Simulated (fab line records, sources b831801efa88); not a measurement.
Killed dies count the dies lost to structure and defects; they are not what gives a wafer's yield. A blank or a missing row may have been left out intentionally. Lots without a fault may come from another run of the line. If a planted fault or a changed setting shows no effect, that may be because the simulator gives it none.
Lot-split experiment :: flow sky130 :: 15 wafers read across 5 lots, on a route 708 steps long

== THE SPLIT ==
At SKY_METAL5_SOFTBAKE_10 (time 60 s), the setting temp-c was moved away from the recipe's 90 C on 7 of the 15 wafers read, by -3.6% to +2.8%. This setting was run at the recipe's value on the other wafers.

== FROM THE SPLIT TO THE READING: what the file shows between them, 2 steps ==
- SKY_METAL5_EXPOSE_11: exposes mask MM5, target cd 1600 nm
- SKY_METAL5_PEB_12

== THE READING ==
NOVOLAK_of_METAL5_COAT_09.thk-nm (the simulator's own value, which no gauge read), in nm, at SKY_METAL5_DEVELOP_13 (develop time 60 s). The file gives no usual value for it. Average 1796 nm, standard deviation 7.7 nm, over the 8 wafers here run with the recipe.

wafer: L074.5
tool, chamber at the split: litho-track-02, 0
temp-c as run, C: 87.48
against the recipe: -2.8%
NOVOLAK_of_METAL5_COAT_09.thk-nm, nm: 1813
against lot-mates on the recipe: no lot-mate on the recipe

wafer: L074.6
tool, chamber at the split: litho-track-02, 0
temp-c as run, C: 87.48
against the recipe: -2.8%
NOVOLAK_of_METAL5_COAT_09.thk-nm, nm: 1811
against lot-mates on the recipe: no lot-mate on the recipe

wafer: L079.2
tool, chamber at the split: litho-track-02, 0
temp-c as run, C: 90
against the recipe: recipe
NOVOLAK_of_METAL5_COAT_09.thk-nm, nm: 1791
against lot-mates on the recipe: -

wafer: L079.4
tool, chamber at the split: litho-track-02, 0
temp-c as run, C: 90
against the recipe: recipe
NOVOLAK_of_METAL5_COAT_09.thk-nm, nm: 1793
against lot-mates on the recipe: -

wafer: L079.5
tool, chamber at the split: litho-track-02, 0
temp-c as run, C: 90
against the recipe: recipe
NOVOLAK_of_METAL5_COAT_09.thk-nm, nm: 1796
against lot-mates on the recipe: -

wafer: L082.3
tool, chamber at the split: litho-track-01, 0
temp-c as run, C: 90
against the recipe: recipe
NOVOLAK_of_METAL5_COAT_09.thk-nm, nm: 1811
against lot-mates on the recipe: -

wafer: L082.4
tool, chamber at the split: litho-track-01, 0
temp-c as run, C: 90
against the recipe: recipe
NOVOLAK_of_METAL5_COAT_09.thk-nm, nm: 1806
against lot-mates on the recipe: -

wafer: L082.6
tool, chamber at the split: litho-track-01, 0
temp-c as run, C: 86.76
against the recipe: -3.6%
NOVOLAK_of_METAL5_COAT_09.thk-nm, nm: 1826
against lot-mates on the recipe: +18

wafer: L081.2
tool, chamber at the split: litho-track-02, 0
temp-c as run, C: 92.55
against the recipe: +2.8%
NOVOLAK_of_METAL5_COAT_09.thk-nm, nm: 1778
against lot-mates on the recipe: -12

wafer: L081.4
tool, chamber at the split: litho-track-02, 0
temp-c as run, C: 90
against the recipe: recipe
NOVOLAK_of_METAL5_COAT_09.thk-nm, nm: 1790
against lot-mates on the recipe: -

wafer: L081.6
tool, chamber at the split: litho-track-02, 0
temp-c as run, C: 90
against the recipe: recipe
NOVOLAK_of_METAL5_COAT_09.thk-nm, nm: 1791
against lot-mates on the recipe: -

wafer: L084.1
tool, chamber at the split: litho-track-01, 0
temp-c as run, C: 90.96
against the recipe: +1.1%
NOVOLAK_of_METAL5_COAT_09.thk-nm, nm: 1792
against lot-mates on the recipe: +3

wafer: L084.3
tool, chamber at the split: litho-track-01, 0
temp-c as run, C: 90
against the recipe: recipe
NOVOLAK_of_METAL5_COAT_09.thk-nm, nm: 1789
against lot-mates on the recipe: -

wafer: L084.4
tool, chamber at the split: litho-track-01, 0
temp-c as run, C: 90.96
against the recipe: +1.1%
NOVOLAK_of_METAL5_COAT_09.thk-nm, nm: 1789
against lot-mates on the recipe: +0

wafer: L084.6
tool, chamber at the split: litho-track-01, 0
temp-c as run, C: 90.96
against the recipe: +1.1%
NOVOLAK_of_METAL5_COAT_09.thk-nm, nm: 1787
against lot-mates on the recipe: -2

FIT RESULTS
A straight line over all 15 wafers: NOVOLAK_of_METAL5_COAT_09.thk-nm changes by -6.73 nm for each +1% of temp-c; r = -0.88; the points scatter about the line by 6.4 nm.
The same after taking each lot's own level away (the mean of its wafers on the recipe; 13 wafers): -4.11 nm for each +1%; r = -0.90; scatter 2.9 nm.
The reading moves by 15 nm for the largest change in temp-c, on that fit.
The lots' own levels span 1789.0 to 1808.5 nm, that is 2.5 times the standard deviation above.
So the slope is not independent of the lot-to-lot level: the two fits are not the same.
Check: with one of the wafers moved furthest among these (-3.6%) left out of the fit, the line predicts +13 nm for it against its lot-mates. It came out at +17.5 nm against them.

== THESE WAFERS: OTHER SPLITS ==
These wafers also went through other splits before the reading. Each is held against what the fit with the lots' levels taken away leaves over:
other split on the same wafers: SKY_VIA3_ETCH_15 time-s
wafers away from the commonest value: 3
r with NOVOLAK_of_METAL5_COAT_09.thk-nm (lot level and that fit taken away): -0.39

other split on the same wafers: SKY_METAL4_SPUTTER_03 power-w
wafers away from the commonest value: 2
r with NOVOLAK_of_METAL5_COAT_09.thk-nm (lot level and that fit taken away): -0.46

other split on the same wafers: SKY_VIA4_HDPCVD_00 sih4-flow-sccm
wafers away from the commonest value: 5
r with NOVOLAK_of_METAL5_COAT_09.thk-nm (lot level and that fit taken away): +0.41

other split on the same wafers: SKY_VIA4_SPUTTER_17 chamber-pressure-pa
wafers away from the commonest value: 8
r with NOVOLAK_of_METAL5_COAT_09.thk-nm (lot level and that fit taken away): +0.14

other split on the same wafers: SKY_METAL5_SPUTTER_03 time-s
wafers away from the commonest value: 2
r with NOVOLAK_of_METAL5_COAT_09.thk-nm (lot level and that fit taken away): -0.01

== FILE'S OWN FIT ==
NOVOLAK_of_METAL5_COAT_09.thk-nm changes by -4.48 nm for each +1% of temp-c, r = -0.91.
